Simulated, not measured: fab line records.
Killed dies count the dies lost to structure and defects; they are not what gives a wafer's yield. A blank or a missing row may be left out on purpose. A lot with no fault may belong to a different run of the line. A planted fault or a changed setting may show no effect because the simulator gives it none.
fab line records | flow sfq-line
record: lots: 5 | wafers: 15 | last-day: 85
route steps=325 shown M1@62 I1@73
lots that met no fault: from a run of the same line without faults
start-h: hours from the record's opening day to when the first of the lot's shown wafers began | wait-h: hours since the lot's step before | " identical to the entry in the row above | L1.1+2: one row covering several wafers at once | - no value, or no start given | * or withheld: withheld | < > ~ a bound
route shown NAME@n: names a module that has steps shown in the file, with the first one's number in the route | usual: the fault-free wafers' mean and standard deviation | same: alike in all rows | chamber/n: place in a boat | sites: readings site by site | _std_site: the standard deviation of these | _edge_site: inner sites' mean taken away from outer sites' mean | radius-mm: how far each site lies from the wafer's centre | mask NAME#n: copy n | behind: tool/chamber where the wafer was last shaped | hold: what put the lot on hold/how long, in hours/how the hold closed | device: names the non-switching transistor (n, p or np) | end of line: at the end of the route, the tests of the same wafers | step lacking rows: just its recipe | killed: dies that structure and defects cost at the first sort, which is not the same as the wafer's yield | map: shows each die of a wafer: x if killed, . if not, _ if none is there
set.NAME: the setting that was run; set.NAME@STEP: the one run at that earlier step | model.NAME: the simulator's own value behind a step, which no gauge read
lots at some steps of the route; a table a step, a row a wafer
services: from which hour (start-h, from the record's first day; less than 0 if before it) a tool's chamber was out of use, for how many hours, and why
== steps ==
step: SFQ_TRILAYER_M1_LITHO_COAT_044
recipe: resist: BARC | spin-rpm: 3000 | resist-thk-nm: 62
step: SFQ_TRILAYER_M1_LITHO_COAT_039
recipe: resist: KrF | spin-rpm: 3000 | resist-thk-nm: 600
step: SFQ_TRILAYER_M1_LITHO_SOFTBAKE_043
recipe: temp-c: withheld | time-s: withheld | resist: KrF
step: SFQ_TRILAYER_M1_LITHO_EXPOSE_040
recipe: mask-id: M1 | na: 0.6 | source-shape: conventional | sigma-outer: 0.65 | target-cd-nm: 500 | dose-mj: 14.4
step: SFQ_TRILAYER_M1_LITHO_PEB_042
recipe: peb-temp-c: 115 | peb-time-s: 60 | resist: KrF
step: SFQ_TRILAYER_M1_LITHO_DEVELOP_041
recipe: time-s: 60 | resist: KrF
step: SFQ_M1_OVL_MEAS_911
usual: M1_OVL: 1/4.9
lot.wafer | tool       | chamber | start-h | wait-h | M1_OVL[nm]
L397.1    | overlay-01 | -       | 532.02  | 0.1    | -1
L397.3    | "          | -       | "       | "      | -4
L397.5    | "          | -       | "       | "      | 3
L402.2    | overlay-01 | -       | 604.19  | 0.1    | 4
L402.4    | "          | -       | "       | "      | 0
L402.6    | "          | -       | "       | "      | 10
L412.1    | overlay-01 | -       | 685.71  | 0.1    | 7
L412.4    | "          | -       | "       | "      | 6
L412.6    | "          | -       | "       | "      | 12
L413.1    | overlay-01 | -       | 691.71  | 0.1    | -4
L413.3    | "          | -       | "       | "      | -4
L413.5    | "          | -       | "       | "      | 0
L414.4    | overlay-01 | -       | 695.33  | 0.1    | 4
L414.5    | "          | -       | "       | "      | 1
L414.6    | "          | -       | "       | "      | 0
step: SFQ_TRILAYER_M1_BARC_OPEN_METAL_ETCH_054
recipe: mask-material: PR | chemistry: O2 | target-depth-nm: 125 | target: BARC | icp-w: 600 | bias-w: 80 | pressure-mtorr: 10 | time-s: 41.7
usual: drypump-motor-current-A: 5.9/0.4 | oes-product-au: 0.686/0.0044 | rf-fwd-power-W: 593.4/2.6
lot.wafer | tool         | chamber | start-h | wait-h | drypump-motor-current-A | oes-product-au | rf-fwd-power-W | rf-hours-counter-h
L397.1    | rie-metal-04 | 0       | 532.05  | 0.0    | 5.7                     | 0.692          | 591.2          | 20
L397.3    | "            | 0       | "       | "      | 5.7                     | 0.690          | 588.3          | -
L397.5    | "            | 1       | "       | "      | 5.5                     | 0.685          | 596.1          | -
L402.2    | rie-metal-04 | 0       | 604.22  | 0.0    | 5.7                     | 0.685          | 591.0          | 28
L402.4    | "            | 0       | "       | "      | 5.7                     | 0.684          | 588.6          | -
L402.6    | "            | 1       | "       | "      | 5.6                     | 0.691          | 595.7          | -
L412.1    | rie-metal-03 | 0       | 685.74  | 0.0    | 6.2                     | 0.688          | 590.4          | 62
L412.4    | "            | 0       | "       | "      | 6.2                     | 0.688          | 590.1          | -
L412.6    | "            | 0       | "       | "      | 6.2                     | 0.688          | 590.8          | -
L413.1    | rie-metal-02 | 0       | 691.74  | 0.0    | 5.4                     | 0.683          | 591.4          | 112
L413.3    | "            | 0       | "       | "      | 5.4                     | 0.681          | 594.8          | -
L413.5    | "            | 0       | "       | "      | 5.4                     | 0.676          | 595.3          | -
L414.4    | rie-metal-02 | 1       | 695.36  | 0.0    | 6.2                     | 0.682          | 594.2          | -
L414.5    | "            | 1       | "       | "      | 6.2                     | 0.694          | 596.9          | -
L414.6    | "            | 0       | "       | "      | 5.4                     | 0.693          | 596.5          | -
step: SFQ_TRILAYER_M1_ETCH_METAL_ETCH_042
recipe: target: Nb | stop-on: SiO2 | mask-material: PR | chemistry: Cl2/Ar | target-depth-nm: 240 | icp-w: 600 | bias-w: 80 | pressure-mtorr: 10 | time-s: 120
usual: drypump-motor-current-A: 5.9/0.4 | oes-product-au: 0.893/0.0069 | rf-fwd-power-W: 597.0/1.8
lot.wafer | tool         | chamber | start-h | wait-h | drypump-motor-current-A | oes-product-au | rf-fwd-power-W | rf-hours-counter-h
L397.1    | rie-metal-04 | 0       | 532.11  | 0.0    | 5.7                     | 0.909          | 595.9          | 20
L397.3    | "            | 0       | "       | "      | 5.7                     | 0.895          | 595.5          | -
L397.5    | "            | 1       | "       | "      | 5.6                     | 0.905          | 596.6          | -
L402.2    | rie-metal-04 | 0       | 604.28  | 0.0    | 5.7                     | 0.888          | 594.5          | 28
L402.4    | "            | 0       | "       | "      | 5.7                     | 0.893          | 596.1          | -
L402.6    | "            | 1       | "       | "      | 5.5                     | 0.900          | 598.0          | -
L412.1    | rie-metal-03 | 0       | 685.86  | 0.1    | 6.2                     | 0.895          | 594.7          | 62
L412.4    | "            | 0       | "       | "      | 6.2                     | 0.894          | 598.0          | -
L412.6    | "            | 0       | "       | "      | 6.2                     | 0.897          | 596.7          | -
L413.1    | rie-metal-02 | 0       | 691.80  | 0.0    | 5.4                     | 0.893          | 596.5          | 112
L413.3    | "            | 0       | "       | "      | 5.4                     | 0.894          | 596.1          | -
L413.5    | "            | 0       | "       | "      | 5.4                     | 0.902          | 596.7          | -
L414.4    | rie-metal-02 | 1       | 695.44  | 0.1    | 6.2                     | 0.887          | 597.3          | -
L414.5    | "            | 1       | "       | "      | 6.2                     | 0.893          | 595.8          | -
L414.6    | "            | 0       | "       | "      | 5.4                     | 0.900          | 600.8          | -
step: SFQ_TRILAYER_M1_STRIP_STRIP_043
recipe: gas: O2 | power-w: 200 | platen-temp-c: 40 | overash-fraction: 0.65 | chemistry: O2 | pressure-mtorr: 50
usual: drypump-motor-current-A: 5.9/0.4 | oes-product-au: 1.000/0.012
lot.wafer | tool         | chamber | start-h | wait-h | drypump-motor-current-A | oes-product-au | rf-hours-counter-h
L397.1    | rie-metal-04 | 0       | 532.24  | 0.1    | 5.7                     | 0.979          | 20
L397.3    | "            | 0       | "       | "      | 5.7                     | 0.985          | -
L397.5    | "            | 1       | "       | "      | 5.6                     | 0.995          | -
L402.2    | rie-metal-04 | 0       | 604.40  | 0.1    | 5.7                     | 0.978          | 28
L402.4    | "            | 0       | "       | "      | 5.7                     | 0.986          | -
L402.6    | "            | 1       | "       | "      | 5.5                     | 0.991          | -
L412.1    | rie-metal-03 | 0       | 686.11  | 0.2    | 6.2                     | 1.018          | 62
L412.4    | "            | 0       | "       | "      | 6.2                     | 1.006          | -
L412.6    | "            | 0       | "       | "      | 6.2                     | 1.021          | -
L413.1    | rie-metal-02 | 0       | 691.93  | 0.1    | 5.4                     | 1.002          | 112
L413.3    | "            | 0       | "       | "      | 5.4                     | 1.007          | -
L413.5    | "            | 0       | "       | "      | 5.4                     | 1.005          | -
L414.4    | rie-metal-02 | 1       | 695.73  | 0.2    | 6.2                     | 1.011          | -
L414.5    | "            | 1       | "       | "      | 6.2                     | 1.018          | -
L414.6    | "            | 0       | "       | "      | 5.4                     | 1.015          | -
step: SFQ_TRILAYER_M1_STRIP_SOLV_CLEAN_044
recipe: chemistry: NMP | temp-c: 70 | time-s: 600
step: SFQ_TRILAYER_I1_DEP_PECVD_045
recipe: material: SiO2 | temp-c: 150 | time-s: 111.11 | pressure-torr: 2.4 | rf-w: 183.3 | precursor: SiH4/N2O | target-thk-nm: 500
usual: heater-power-w: 88/16 | rf-fwd-power-W: 182.3/0.64 | throttle-valve-pct: 25.4/2.3
lot.wafer | tool     | chamber | start-h | wait-h | heater-power-w | rf-fwd-power-W | throttle-valve-pct
L397.1    | pecvd-01 | 1       | 533.01  | 0.0    | 108            | 182.2          | 31.6
L397.3    | "        | 2       | "       | "      | 105            | 181.3          | 24.0
L397.5    | "        | 2       | "       | "      | 107            | 181.7          | 24.0
L402.2    | pecvd-01 | 2       | 605.18  | 0.0    | 100            | 181.9          | 23.9
L402.4    | "        | 1       | "       | "      | 115            | 182.7          | 31.7
L402.6    | "        | 0       | "       | "      | 57             | 182.5          | 24.7
L412.1    | pecvd-02 | 0       | 687.50  | 0.0    | 77             | 181.8          | 24.0
L412.4    | "        | 1       | "       | "      | 88             | 182.0          | 23.3
L412.6    | "        | 0       | "       | "      | 75             | 182.5          | 23.9
L413.1    | pecvd-04 | 2       | 692.72  | 0.0    | 84             | 183.3          | 23.7
L413.3    | "        | 1       | "       | "      | 74             | 182.7          | 26.7
L413.5    | "        | 2       | "       | "      | 92             | 182.5          | 24.0
L414.4    | pecvd-01 | 2       | 696.34  | 0.0    | 100            | 181.9          | 24.0
L414.5    | "        | 0       | "       | "      | 55             | 183.1          | 24.8
L414.6    | "        | 1       | "       | "      | 114            | 182.2          | 31.6
step: SFQ_TRILAYER_I1_CMP_CMP_046
recipe: material: SiO2 | down-force-psi: 3 | platen-rpm: 60 | pad-velocity-m-s: 0.94248
usual: edge-zone-pressure-frac: 1.000/0.005 | motor-current-A: 10.0/0.61 | slurry-filter-dp-kPa: 13.53/0.13 | time-to-endpoint-s: 212/7.8
lot.wafer | tool   | chamber | start-h | wait-h | edge-zone-pressure-frac | motor-current-A | slurry-filter-dp-kPa | time-to-endpoint-s
L397.3    | cmp-01 | 2       | 533.59  | 0.5    | 1.007                   | 10.4            | 13.50                | 215
L397.1    | "      | 0       | 534.59  | 1.5    | 1.008                   | 10.2            | 13.32                | 210
L397.5    | "      | 2       | 535.59  | 2.5    | 1.002                   | 10.5            | 13.35                | 216
L402.4    | cmp-01 | 0       | 605.26  | 0.0    | 1.002                   | 10.6            | 13.63                | 115
L402.2    | "      | 2       | 606.26  | 1.0    | 0.995                   | 11.2            | 13.49                | 205
L402.6    | "      | 0       | 607.26  | 2.0    | 0.999                   | 10.7            | 13.50                | 206
L412.4    | cmp-01 | 0       | 691.86  | 4.3    | 1.007                   | 11.0            | 13.45                | 226
L412.1    | "      | 1       | "       | "      | 0.998                   | 9.8             | 13.32                | 230
L412.6    | "      | 0       | 693.86  | 6.3    | 0.998                   | 10.6            | 13.35                | 220
L414.4    | cmp-02 | 2       | 697.76  | 1.4    | 1.003                   | 10.8            | 13.73                | 215
L414.6    | "      | 2       | 699.76  | 3.4    | 1.007                   | 10.6            | 13.32                | 208
L414.5    | "      | 3       | "       | "      | 1.009                   | 9.3             | 13.65                | 217
L413.1    | cmp-01 | 0       | 697.86  | 5.1    | 0.999                   | 10.1            | 13.41                | 208
L413.3    | "      | 1       | "       | "      | 0.997                   | 10.2            | 13.35                | 215
L413.5    | "      | 0       | 699.86  | 7.1    | 0.995                   | 11.1            | 13.53                | 209
step: SFQ_I1_BOW_MEAS_912
recipe: mode: bow
usual: I1_BOW: 0/6.6
lot.wafer | tool          | chamber | start-h | wait-h | I1_BOW[um]
L397.1    | film-metro-01 | -       | 536.09  | 1.0    | -3
L397.3    | "             | -       | "       | "      | 9
L397.5    | "             | -       | "       | "      | -10
L402.2    | film-metro-03 | -       | 608.28  | 1.5    | -5
L402.4    | "             | -       | "       | "      | 5
L402.6    | "             | -       | "       | "      | 3
L412.1    | film-metro-03 | -       | 694.36  | 1.5    | 6
L412.4    | "             | -       | "       | "      | 15
L412.6    | "             | -       | "       | "      | 2
L413.1    | film-metro-01 | -       | 700.36  | 2.0    | -7
L413.3    | "             | -       | "       | "      | 1
L413.5    | "             | -       | "       | "      | -5
L414.4    | film-metro-04 | -       | 700.82  | 2.6    | -1
L414.5    | "             | -       | "       | "      | 1
L414.6    | "             | -       | "       | "      | 2
== services ==
tool         | chamber | start-h | hours | kind
cmp-02       | -       | 516.14  | 2.0   | repair
rie-metal-04 | 0       | 526.54  | 5.2   | repair
pecvd-04     | -       | 530.79  | 5.7   | repair
rie-metal-03 | -       | 540.77  | 2.8   | pm
cmp-01       | -       | 548.04  | 0.3   | repair
pecvd-01     | 2       | 562.66  | 14.7  | repair
cmp-01       | -       | 572.00  | 4.0   | pm
cmp-01       | -       | 576.00  | -     | consumable-replace:conditioner
cmp-01       | -       | 576.00  | -     | consumable-replace:pad
rie-metal-04 | 1       | 579.56  | 3.3   | repair
cmp-01       | -       | 595.62  | 0.3   | repair
rie-metal-04 | -       | 624.32  | 2.8   | pm
cmp-02       | -       | 626.38  | 3.4   | repair
cmp-01       | -       | 656.22  | 0.8   | repair
cmp-01       | -       | 657.07  | 13.6  | pm
rie-metal-03 | 1       | 669.19  | 3.6   | repair
cmp-01       | -       | 670.36  | 3.0   | repair
rie-metal-03 | 1       | 672.76  | -     | clean
rie-metal-03 | 1       | 672.76  | 16.9  | scheduled-down
rie-metal-03 | 1       | 672.76  | 16.9  | vent-cycle
rie-metal-04 | 0       | 682.35  | 22.8  | repair
rie-metal-02 | -       | 686.48  | 0.4   | repair
== key ==
first-sign: step: SFQ_TRILAYER_I1_CMP_CMP_046 | reading: time-to-endpoint-s | direction: down | sigmas: 12 | usual: * | struck: *
effect none on later readings
met-at SFQ_TRILAYER_I1_CMP_CMP_046
struck-wafers L402.4
onset-between 533.59 605.26
fault: kind: process-parameter-drift | tool: cmp-01 | chamber: - | onset-h: 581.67 | steps: SFQ_TRILAYER_I1_CMP_CMP_046 | channel: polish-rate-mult | offset: 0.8 | shape: step | end-h: 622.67 | scope: struck-wafers-only
